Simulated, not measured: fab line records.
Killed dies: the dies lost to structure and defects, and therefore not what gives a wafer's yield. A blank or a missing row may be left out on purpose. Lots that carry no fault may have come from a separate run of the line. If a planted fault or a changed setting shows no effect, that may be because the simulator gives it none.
Matching of chambers | flow sky130 | rie-si-02 running SKY_FIELD_ISO_ETCH_17: 4 sister chambers
The step etches Si in HBr/Cl2/O2, target depth 342 nm, time 97.7 s. 4 wafers are shown with their chamber, then 7 later ones without.

== WAFERS, EACH WITH ITS CHAMBER ==
wafer  | chamber | drypump-motor-current-A (A)
L465.1 | 2       | 5.6
L465.4 | 0       | 6.4
L466.2 | 3       | 5.9
L466.3 | 1       | 5.0

== WAFERS MISSING THEIR CHAMBER ==
wafer  | drypump-motor-current-A (A)
L466.4 | 6.4
L470.2 | 5.0
L470.4 | 6.4
L470.6 | 5.1
L480.2 | 5.6
L480.3 | 6.4
L480.6 | 5.6

== THE CHAMBER EACH PASSED THROUGH ==
wafer  | from the rows above | in truth
L466.4 | 0                   | 0
L470.2 | 1                   | 1
L470.4 | 0                   | 0
L470.6 | 1                   | 1
L480.2 | 2                   | 2
L480.3 | 0                   | 0
L480.6 | 2                   | 2
Correct placement for 7 of the 7. Can't be placed from these rows: 0. Number placed wrongly: 0.
How it was worked out, from the rows above alone: a wafer's distance from a chamber is the root of the sum, over the readings, of the square of ((its reading less the chamber's mean) divided by the reading's scatter). If the next closest chamber is less than 2 further off than the closest, the wafer can't be placed; otherwise it belongs to the closest. Each chamber's mean is taken over the wafers shown for it. The scatter: with one shown wafer a chamber, the root of the mean of the squares of how far each hidden wafer lies from its nearest shown one.
